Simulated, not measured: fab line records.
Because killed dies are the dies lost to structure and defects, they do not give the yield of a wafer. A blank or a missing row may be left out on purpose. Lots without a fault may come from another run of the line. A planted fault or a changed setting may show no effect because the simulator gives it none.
fab line records | flow sky130
record: lots: 5 | wafers: 15 | last-day: 50
route steps=708 shown LDD_N@247 LDD_P@255 LDD_HVN@267 PAD_OPEN@708
lots untouched by any fault: they come from a run of this same line in which no faults occurred
start-h: the number of hours between the record's first day and the start of the first shown wafer of the lot | wait-h: hours from the lot's prior step to this one | " as in the row above | L1.1+2: one row covering several wafers at once | - no value, or no start was given | * or withheld: withheld | < > ~ a bound
route shown NAME@n: names a module that has steps shown in the file, with the first one's number in the route | usual: mean/standard deviation taken from wafers without a fault | same: alike in all rows | chamber/n: place in a boat | sites: the reading at each site | _std_site: the standard deviation of these | _edge_site: inner sites' mean taken away from outer sites' mean | radius-mm: how far each site lies from the wafer's centre | mask NAME#n: copy n | behind: tool/chamber where the wafer was last shaped | hold: why the lot went on hold/how many hours it stayed there/how the hold came to an end | device: names the non-switching transistor (n, p or np) | end of line: the same wafers' tests at the end of the route | where a step has no rows: the recipe by itself | killed: at the first sort, the dies lost to defects and structure; wafer yield is something else | map: shows each die of a wafer: x if killed, . if not, _ if none is there
set.NAME: the run value of the setting; set.NAME@STEP: its run value at that earlier step | model.NAME: the simulator's own value behind a step, which no gauge read
a table for each step, a row for each wafer; lots at some steps of the route
services: the hour from which a tool's chamber was out of use, counted from the record's first day as start-h (under 0 if before that day), plus the number of hours and why
== steps ==
step: SKY_LDD_N_IMPLANT_10
recipe: species: As | energy-kev: 20 | dose-cm2: 7.5e+13 | tilt-deg: withheld | rotation-deg: 203
step: SKY_LDD_N_IMPLANT_11
recipe: species: As | energy-kev: 20 | dose-cm2: 7.5e+13 | tilt-deg: withheld | rotation-deg: 293
step: SKY_LDD_N_IMPLANT_12
recipe: species: BF2 | energy-kev: 50 | dose-cm2: 5e+12 | tilt-deg: 30 | rotation-deg: 0
step: SKY_LDD_N_IMPLANT_13
recipe: species: BF2 | energy-kev: 50 | dose-cm2: 5e+12 | tilt-deg: 30 | rotation-deg: 90
step: SKY_LDD_N_IMPLANT_14
recipe: species: BF2 | energy-kev: 50 | dose-cm2: 5e+12 | tilt-deg: 30 | rotation-deg: 180
step: SKY_LDD_N_IMPLANT_15
recipe: species: BF2 | energy-kev: 50 | dose-cm2: 5e+12 | tilt-deg: 30 | rotation-deg: 270
step: SKY_LDD_N_STRIP_16
recipe: chemistry: O2/N2 | power-w: 1400 | pressure-mtorr: 1500 | platen-temp-c: withheld | o2-flow-sccm: 3000 | n2-flow-sccm: 300 | overash-fraction: 0.5
usual: drypump-motor-current-A: 5.7/0.63 | oes-product-au: 0.407/0.0047 | strip-time-to-endpoint-s: 4.323/0.017
lot.wafer | tool            | chamber | start-h | wait-h | drypump-motor-current-A | oes-product-au | rf-hours-counter-h | strip-time-to-endpoint-s
L319.1    | plasma-asher-03 | 0       | 396.92  | 0.1    | 5.8                     | 0.395          | 71                 | 4.319
L319.4    | "               | 0       | "       | "      | 5.8                     | 0.412          | -                  | 4.305
L319.5    | "               | 1       | "       | "      | 5.5                     | 0.409          | -                  | 4.326
L322.1    | plasma-asher-01 | 1       | 427.47  | 0.1    | 6.2                     | 0.410          | 31                 | 4.331
L322.2    | "               | 0       | "       | "      | 5.2                     | 0.402          | 31                 | 4.343
L322.5    | "               | 1       | "       | "      | 6.2                     | 0.415          | -                  | 4.333
L326.2    | plasma-asher-04 | 0       | 496.09  | 0.1    | 6.7                     | 0.404          | 79                 | 4.336
L326.3    | "               | 0       | "       | "      | 6.7                     | 0.403          | -                  | 4.309
L326.6    | "               | 0       | "       | "      | 6.7                     | 0.410          | -                  | 4.339
L339.3    | plasma-asher-04 | 0       | 577.75  | 0.1    | 6.7                     | 0.408          | -                  | 4.355
L339.4    | "               | 1       | "       | "      | 4.7                     | 0.408          | -                  | 4.337
L339.5    | "               | 1       | "       | "      | 4.7                     | 0.400          | -                  | 4.335
L342.1    | plasma-asher-03 | 0       | 600.02  | 0.1    | 5.8                     | 0.404          | 17                 | 4.297
L342.5    | "               | 0       | "       | "      | 5.8                     | 0.415          | -                  | 4.298
L342.6    | "               | 1       | "       | "      | 5.5                     | 0.406          | -                  | 4.306
step: SKY_LDD_N_TW_MEAS_17
usual: LDD_N_TW: 2596/27
lot.wafer | tool          | chamber | start-h | wait-h | LDD_N_TW
L319.1    | film-metro-03 | -       | 397.02  | 0.1    | 2634
L319.4    | "             | -       | "       | "      | 2628
L319.5    | "             | -       | "       | "      | 2625
L322.1    | film-metro-02 | -       | 427.57  | 0.1    | 2554
L322.2    | "             | -       | "       | "      | 2566
L322.5    | "             | -       | "       | "      | 2570
L326.2    | film-metro-01 | -       | 496.20  | 0.1    | 2565
L326.3    | "             | -       | "       | "      | 2588
L326.6    | "             | -       | "       | "      | 2576
L339.3    | film-metro-03 | -       | 577.84  | 0.1    | 2621
L339.4    | "             | -       | "       | "      | 2615
L339.5    | "             | -       | "       | "      | 2617
L342.1    | film-metro-02 | -       | 600.12  | 0.1    | 2573
L342.5    | "             | -       | "       | "      | 2568
L342.6    | "             | -       | "       | "      | 2584
step: SKY_LDD_P_DEHYDRATE_00
recipe: temp-c: 200 | time-s: 60
step: SKY_LDD_P_HMDS_01
recipe: prime-time-s: 60 | prime-temp-c: 120
step: SKY_LDD_P_COAT_02
recipe: resist: NOVOLAK | spin-rpm: 3000 | resist-thk-nm: 1140
step: SKY_LDD_P_SOFTBAKE_03
recipe: temp-c: 90 | time-s: 60 | resist: NOVOLAK
step: SKY_LDD_P_EXPOSE_04
recipe: mask-id: PSDM | na: 0.6 | source-shape: conventional | sigma-outer: 0.6 | polarization: unpolarized | target-cd-nm: 380 | dose-mj: 138
same: na: 0.6
lot.wafer  | tool             | chamber | start-h | wait-h | mask
L319.1+4+5 | iline-stepper-01 | 0       | 411.78  | -      | PSDM#0
L322.1+2+5 | iline-stepper-02 | 0       | 442.76  | -      | PSDM#0
L326.2+3+6 | iline-stepper-01 | 0       | 511.45  | -      | NTM#0
L339.3+4+5 | iline-stepper-02 | 0       | 593.10  | -      | PSDM#0
L342.1+5+6 | iline-stepper-02 | 0       | 614.24  | -      | PSDM#0
step: SKY_LDD_P_PEB_05
recipe: temp-c: withheld | time-s: * | resist: NOVOLAK
step: SKY_LDD_P_DEVELOP_06
recipe: resist: NOVOLAK | developer: TMAH | develop-time-s: 60 | dev-temp-c: 23
step: SKY_LDD_P_CD_MEAS_07
recipe: target-cd-nm: 380
usual: cd-nm: 378.9/2.3
lot.wafer | tool      | chamber | start-h | wait-h | cd-nm
L319.1    | cd-sem-02 | -       | 426.54  | 0.1    | 378.0
L319.4    | "         | -       | "       | "      | 377.8
L319.5    | "         | -       | "       | "      | 379.6
L322.1    | cd-sem-01 | -       | 457.99  | 0.1    | 379.5
L322.2    | "         | -       | "       | "      | 376.6
L322.5    | "         | -       | "       | "      | 380.6
L326.2    | cd-sem-02 | -       | 526.81  | 0.1    | -
L326.3    | "         | -       | "       | "      | -
L326.6    | "         | -       | "       | "      | -
L339.3    | cd-sem-02 | -       | 606.59  | 0.2    | 379.5
L339.4    | "         | -       | "       | "      | 381.1
L339.5    | "         | -       | "       | "      | 378.6
L342.1    | cd-sem-01 | -       | 628.48  | 0.1    | 380.8
L342.5    | "         | -       | "       | "      | 381.9
L342.6    | "         | -       | "       | "      | 379.0
step: SKY_LDD_P_OVL_MEAS_08
usual: LDD_P_OVL: -0.2/1.4
lot.wafer | tool       | chamber | start-h | wait-h | LDD_P_OVL[nm]
L319.1    | overlay-01 | -       | 426.66  | 0.1    | -0.4
L319.4    | "          | -       | "       | "      | -0.2
L319.5    | "          | -       | "       | "      | 1.2
L322.1    | overlay-01 | -       | 458.11  | 0.1    | 0.3
L322.2    | "          | -       | "       | "      | -0.3
L322.5    | "          | -       | "       | "      | 0.4
L326.2    | overlay-01 | -       | 526.91  | 0.1    | -
L326.3    | "          | -       | "       | "      | -
L326.6    | "          | -       | "       | "      | -
L339.3    | overlay-02 | -       | 606.69  | 0.1    | -0.7
L339.4    | "          | -       | "       | "      | -3.0
L339.5    | "          | -       | "       | "      | -1.7
L342.1    | overlay-01 | -       | 628.60  | 0.1    | 0.1
L342.5    | "          | -       | "       | "      | 0.2
L342.6    | "          | -       | "       | "      | 0.8
step: SKY_LDD_P_IMPLANT_09
recipe: species: BF2 | energy-kev: 25.32 | dose-cm2: 1e+13 | tilt-deg: withheld
step: SKY_LDD_P_STRIP_10
recipe: chemistry: O2/N2 | power-w: 1400 | pressure-mtorr: 1500 | platen-temp-c: withheld | o2-flow-sccm: 3000 | n2-flow-sccm: 300 | overash-fraction: 0.5
usual: drypump-motor-current-A: 5.6/0.66 | oes-product-au: 0.716/0.0047 | strip-time-to-endpoint-s: 14.208/0.029
lot.wafer | tool            | chamber | start-h | wait-h | drypump-motor-current-A | oes-product-au | rf-hours-counter-h | strip-time-to-endpoint-s
L319.1    | plasma-asher-01 | 1       | 426.87  | 0.1    | 6.2                     | 0.714          | 31                 | 14.251
L319.4    | "               | 0       | "       | "      | 5.3                     | 0.719          | -                  | 14.220
L319.5    | "               | 1       | "       | "      | 6.2                     | 0.715          | -                  | 14.198
L322.1    | plasma-asher-02 | 1       | 458.29  | 0.1    | 5.9                     | 0.718          | 63                 | 14.262
L322.2    | "               | 0       | "       | "      | 5.1                     | 0.715          | 63                 | 14.254
L322.5    | "               | 1       | "       | "      | 5.9                     | 0.719          | -                  | 14.236
L326.2    | plasma-asher-04 | 1       | 527.09  | 0.1    | 4.7                     | 0.722          | 82                 | 14.185
L326.3    | "               | 1       | "       | "      | 4.6                     | 0.715          | -                  | 14.181
L326.6    | "               | 1       | "       | "      | 4.7                     | 0.714          | -                  | 14.212
L339.3    | plasma-asher-01 | 0       | 606.89  | 0.1    | 5.3                     | 0.717          | -                  | 14.233
L339.4    | "               | 1       | "       | "      | 6.2                     | 0.717          | -                  | 14.208
L339.5    | "               | 0       | "       | "      | 5.2                     | 0.718          | -                  | 14.248
L342.1    | plasma-asher-01 | 1       | 628.79  | 0.1    | 6.2                     | 0.719          | 49                 | 14.194
L342.5    | "               | 0       | "       | "      | 5.2                     | 0.715          | -                  | 14.193
L342.6    | "               | 1       | "       | "      | 6.2                     | 0.718          | -                  | 14.220
step: SKY_LDD_P_TW_MEAS_11
usual: LDD_P_TW: 637/8.8
lot.wafer | tool          | chamber | start-h | wait-h | LDD_P_TW
L319.1    | film-metro-02 | -       | 426.97  | 0.1    | 632
L319.4    | "             | -       | "       | "      | 632
L319.5    | "             | -       | "       | "      | 633
L322.1    | film-metro-03 | -       | 458.39  | 0.1    | 644
L322.2    | "             | -       | "       | "      | 645
L322.5    | "             | -       | "       | "      | 642
L326.2    | film-metro-04 | -       | 527.20  | 0.1    | 30
L326.3    | "             | -       | "       | "      | 30
L326.6    | "             | -       | "       | "      | 30
L339.3    | film-metro-03 | -       | 606.98  | 0.1    | 649
L339.4    | "             | -       | "       | "      | 648
L339.5    | "             | -       | "       | "      | 650
L342.1    | film-metro-02 | -       | 628.89  | 0.1    | 631
L342.5    | "             | -       | "       | "      | 632
L342.6    | "             | -       | "       | "      | 639
step: SKY_LDD_HVN_DEHYDRATE_00
recipe: temp-c: 200 | time-s: 60
step: SKY_PAD_OPEN_PROBE_99
usual: killed_at_M0_to_M3: 44/6.6 | killed_at_M4_up: 2.9/1.8 | killed-at-contacts: 24/4.8 | killed-at-front-end: 15/4.5 | killed-at-other: 0.3/0.64 | killed-dies: 86/8.7 | killed-on-rim: 17/3.8 | killed-open: 47/6.5 | killed-short: 39/5.8
same: gross-dies: 492 | killed-at-back-side: 0
lot.wafer | tool      | chamber | start-h | wait-h | killed_at_M0_to_M3 | killed_at_M4_up | killed-at-contacts | killed-at-front-end | killed-at-other | killed-dies | killed-on-rim | killed-open | killed-short
L319.1    | prober-01 | -       | 1071.98 | 0.1    | 40                 | 3               | 32                 | 11                  | 0               | 86          | 14            | 51          | 35
L319.4    | prober-01 | -       | 1072.13 | 0.2    | 39                 | 2               | 23                 | 29                  | 0               | 93          | 17            | 49          | 44
L319.5    | prober-01 | -       | 1072.18 | 0.2    | 41                 | 5               | 15                 | 18                  | 0               | 79          | 14            | 37          | 42
L322.1    | prober-02 | -       | 1091.66 | 0.1    | 37                 | 1               | 27                 | 18                  | 0               | 83          | 14            | 49          | 34
L322.2    | prober-02 | -       | 1091.71 | 0.1    | 46                 | 3               | 33                 | 13                  | 0               | 95          | 20            | 56          | 39
L322.5    | prober-02 | -       | 1091.86 | 0.2    | 46                 | 3               | 24                 | 18                  | 0               | 91          | 15            | 46          | 44
L326.2    | prober-01 | -       | 1137.77 | 0.1    | 42                 | 0               | 25                 | 425                 | 0               | 492         | 96            | 42          | 39
L326.3    | prober-01 | -       | 1137.82 | 0.2    | 43                 | 3               | 27                 | 417                 | 2               | 492         | 96            | 53          | 35
L326.6    | prober-01 | -       | 1137.97 | 0.2    | 64                 | 6               | 31                 | 390                 | 1               | 492         | 96            | 72          | 39
L339.3    | prober-01 | -       | 1181.90 | 0.2    | 42                 | 3               | 29                 | 21                  | 0               | 95          | 17            | 54          | 41
L339.4    | prober-01 | -       | 1181.95 | 0.2    | 38                 | 1               | 19                 | 19                  | 1               | 78          | 10            | 47          | 31
L339.5    | prober-01 | -       | 1182.00 | 0.2    | 45                 | 1               | 27                 | 14                  | 0               | 87          | 21            | 46          | 41
L342.1    | prober-02 | -       | 1195.61 | 0.1    | 44                 | 2               | 25                 | 13                  | 0               | 84          | 16            | 46          | 38
L342.5    | prober-02 | -       | 1195.81 | 0.2    | 52                 | 2               | 28                 | 17                  | 0               | 99          | 18            | 59          | 40
L342.6    | prober-02 | -       | 1195.86 | 0.2    | 47                 | 2               | 23                 | 4                   | 0               | 76          | 17            | 34          | 41
killed by level:class
L319.1 CONTACT:geometric-particle:open=14 VIA1:geometric-particle:open=10 LI_CONTACT:geometric-particle:open=8 VIA3:geometric-particle:open=7 METAL1:geometric-particle:short=7 CONTACT:geometric-particle:short=4 VIA2:geometric-particle:open=4 VIA3:geometric-particle:short=4
L319.4 CONTACT:geometric-particle:open=10 VIA1:geometric-particle:open=9 FIELD_ISO:geometric-particle:open=7 LI_CONTACT:geometric-particle:open=7 FIELD_ISO:geometric-particle:short=5 LOCAL_INTERCONNECT:geometric-particle:short=5 VIA2:geometric-particle:open=5 VIA1:geometric-particle:short=5
L319.5 VIA3:geometric-particle:open=10 CONTACT:geometric-particle:short=6 VIA1:geometric-particle:open=6 VIA2:geometric-particle:open=6 FIELD_ISO:geometric-particle:short=5 METAL2:geometric-particle:short=5 CONTACT:geometric-particle:open=4 VIA1:geometric-particle:short=4
L322.1 VIA1:geometric-particle:open=10 CONTACT:geometric-particle:open=8 LI_CONTACT:geometric-particle:open=7 POLY_GATE:geometric-particle:open=5 LOCAL_INTERCONNECT:geometric-particle:short=5 METAL1:geometric-particle:short=5 VIA1:geometric-particle:short=5 FIELD_ISO:geometric-particle:open=4
L322.2 VIA1:geometric-particle:open=11 CONTACT:geometric-particle:open=9 VIA3:geometric-particle:open=9 LOCAL_INTERCONNECT:geometric-particle:short=8 LI_CONTACT:geometric-particle:open=8 VIA2:geometric-particle:open=6 CONTACT:geometric-particle:short=6 FIELD_ISO:geometric-particle:open=4
L322.5 VIA3:geometric-particle:open=11 FIELD_ISO:geometric-particle:short=8 VIA1:geometric-particle:open=7 FIELD_ISO:geometric-particle:open=6 CONTACT:geometric-particle:open=6 LI_CONTACT:geometric-particle:open=5 VIA2:geometric-particle:open=5 VIA3:geometric-particle:short=5
L326.2 LDD_P:area-expose=411 CONTACT:geometric-particle:open=12 METAL2:geometric-particle:short=7 VIA3:geometric-particle:open=7 VIA1:geometric-particle:open=6 LOCAL_INTERCONNECT:geometric-particle:short=6 FIELD_ISO:geometric-particle:short=5 METAL1:geometric-particle:short=4
L326.3 LDD_P:area-expose=403 VIA1:geometric-particle:open=15 LI_CONTACT:geometric-particle:open=12 CONTACT:geometric-particle:open=8 VIA3:geometric-particle:short=8 VIA1:geometric-particle:short=5 VIA2:geometric-particle:open=5 FIELD_ISO:geometric-particle:short=4
L326.6 LDD_P:area-expose=381 VIA1:geometric-particle:open=18 VIA3:geometric-particle:open=11 LI_CONTACT:geometric-particle:open=9 VIA2:geometric-particle:open=9 CONTACT:geometric-particle:open=8 METAL2:geometric-particle:short=7 LI_CONTACT:geometric-particle:short=4
L339.3 VIA1:geometric-particle:open=10 CONTACT:geometric-particle:open=9 LI_CONTACT:geometric-particle:open=8 VIA3:geometric-particle:open=8 POLY_GATE:geometric-particle:open=6 LOCAL_INTERCONNECT:geometric-particle:short=6 CONTACT:geometric-particle:short=6 FIELD_ISO:geometric-particle:open=5
L339.4 VIA1:geometric-particle:open=12 FIELD_ISO:geometric-particle:open=6 VIA2:geometric-particle:open=6 VIA3:geometric-particle:open=6 FIELD_ISO:geometric-particle:short=5 LOCAL_INTERCONNECT:geometric-particle:short=4 LI_CONTACT:geometric-particle:open=4 LI_CONTACT:geometric-particle:short=4
L339.5 VIA1:geometric-particle:open=11 VIA2:geometric-particle:open=9 CONTACT:geometric-particle:short=8 LI_CONTACT:geometric-particle:open=6 LOCAL_INTERCONNECT:geometric-particle:short=6 VIA3:geometric-particle:open=6 VIA2:geometric-particle:short=6 LI_CONTACT:geometric-particle:short=4
L342.1 VIA1:geometric-particle:open=13 CONTACT:geometric-particle:short=10 CONTACT:geometric-particle:open=8 VIA3:geometric-particle:open=6 FIELD_ISO:geometric-particle:short=5 METAL2:geometric-particle:short=5 LI_CONTACT:geometric-particle:open=5 VIA1:geometric-particle:short=5
L342.5 VIA3:geometric-particle:open=12 CONTACT:geometric-particle:open=10 VIA1:geometric-particle:open=7 LI_CONTACT:geometric-particle:short=6 METAL1:geometric-particle:short=6 FIELD_ISO:geometric-particle:open=5 VIA2:geometric-particle:open=5 LI_CONTACT:geometric-particle:open=5
L342.6 VIA3:geometric-particle:open=8 VIA1:geometric-particle:short=8 VIA2:geometric-particle:open=7 CONTACT:geometric-particle:open=7 CONTACT:geometric-particle:short=7 METAL1:geometric-particle:short=6 METAL2:geometric-particle:short=5 VIA2:geometric-particle:short=5
map L326.2 (x killed, . not)
__________xxxxxxxxxx_________
________xxxxxxxxxxxxxx_______
______xxxxxxxxxxxxxxxxxx_____
_____xxxxxxxxxxxxxxxxxxxx____
____xxxxxxxxxxxxxxxxxxxxxx___
___xxxxxxxxxxxxxxxxxxxxxxxx__
__xxxxxxxxxxxxxxxxxxxxxxxxxx_
_xxxxxxxxxxxxxxxxxxxxxxxxxxxx
_xxxxxxxxxxxxxxxxxxxxxxxxxxxx
_xxxxxxxxxxxxxxxxxxxxxxxxxxxx
_xxxxxxxxxxxxxxxxxxxxxxxxxxxx
_xxxxxxxxxxxxxxxxxxxxxxxxxxxx
_xxxxxxxxxxxxxxxxxxxxxxxxxxxx
_xxxxxxxxxxxxxxxxxxxxxxxxxxxx
_xxxxxxxxxxxxxxxxxxxxxxxxxxxx
__xxxxxxxxxxxxxxxxxxxxxxxxxx_
___xxxxxxxxxxxxxxxxxxxxxxxx__
____xxxxxxxxxxxxxxxxxxxxxx___
_____xxxxxxxxxxxxxxxxxxxx____
______xxxxxxxxxxxxxxxxxx_____
________xxxxxxxxxxxxxx_______
__________xxxxxxxxxx_________
map L319.4 (x killed, . not)
__________x...x....x_________
________.x............_______
______........x........._____
_____.........x.x........____
____x..xx........x.....x..___
___.x..xx..........x.......__
__.xx..x..............xx...._
_...x.x..x....x........x....x
_......x..x....x.xx.xx...x...
_.x..............x.x.........
_...x....x.x....x.......x...x
_.x..........x......x.xx.....
_x..x.....x......xxx...x.....
_................x....x....x.
_..x..xx.x..x.....xx.x.x..x..
__.x....x.............xxx..._
___...xx..................x__
____................xx....___
_____...x....x......x...x____
______....x.x...xxx..x.._____
________........x....._______
__________....x...xx_________
== services ==
tool             | chamber | start-h | hours | kind
iline-stepper-01 | -       | 374.49  | 2.4   | repair
plasma-asher-03  | -       | 421.25  | 9.0   | pm
plasma-asher-03  | 0       | 421.25  | 9.0   | vent-cycle
plasma-asher-03  | 1       | 421.25  | 9.0   | vent-cycle
plasma-asher-03  | 0       | 430.25  | -     | clean
plasma-asher-03  | 1       | 430.25  | -     | clean
iline-stepper-02 | -       | 431.79  | 4.4   | pm
plasma-asher-04  | -       | 434.39  | 3.2   | repair
plasma-asher-02  | -       | 439.91  | 0.7   | repair
iline-stepper-01 | -       | 456.28  | 1.7   | pm
plasma-asher-01  | -       | 463.94  | 14.6  | pm
iline-stepper-01 | 0       | 470.50  | -     | calibration
iline-stepper-02 | -       | 485.49  | 1.7   | pm
iline-stepper-02 | -       | 491.99  | 4.2   | repair
plasma-asher-02  | -       | 494.49  | 1.0   | repair
plasma-asher-03  | -       | 511.79  | 0.8   | repair
plasma-asher-03  | -       | 536.27  | 0.7   | repair
iline-stepper-02 | 0       | 539.12  | -     | calibration
plasma-asher-03  | -       | 545.70  | 4.1   | repair
plasma-asher-03  | -       | 553.89  | 0.9   | repair
plasma-asher-02  | -       | 605.98  | 1.0   | repair
plasma-asher-01  | -       | 611.45  | 6.5   | repair
== key ==
first-sign: step: SKY_LDD_P_EXPOSE_04 | reading: mask | direction: changed
effect: step: SKY_LDD_P_CD_MEAS_07 | reading: cd-nm | direction: missing
effect: step: SKY_LDD_P_OVL_MEAS_08 | reading: LDD_P_OVL | direction: missing
effect: step: SKY_LDD_P_TW_MEAS_11 | reading: LDD_P_TW | direction: down | sigmas: 69 | usual: 637 | struck: 30
effect: step: SKY_PAD_OPEN_PROBE_99 | reading: killed-at-front-end | direction: up | sigmas: 88 | usual: 15 | struck: 411
more-kills-born-at: SKY_LDD_P_EXPOSE_04@iline-stepper-01: 1195
met-at SKY_LDD_P_EXPOSE_04
struck-wafers L326.2,L326.3,L326.6
tester-left-out L326
onset-between 411.78 511.45
fault: kind: wrong-mask | tool: any | chamber: - | onset-h: 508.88 | steps: SKY_LDD_P_EXPOSE_04 | aux-copy: NTM#0 | scope: struck-lots-only
tester-left-out: of these lots the tester's yield and bins aren't shown, on N5 and GAA mostly nor the transistor test; their killed dies are dies lost to structure and defects alone, not to doping, threshold or leakage, so they don't give the yield
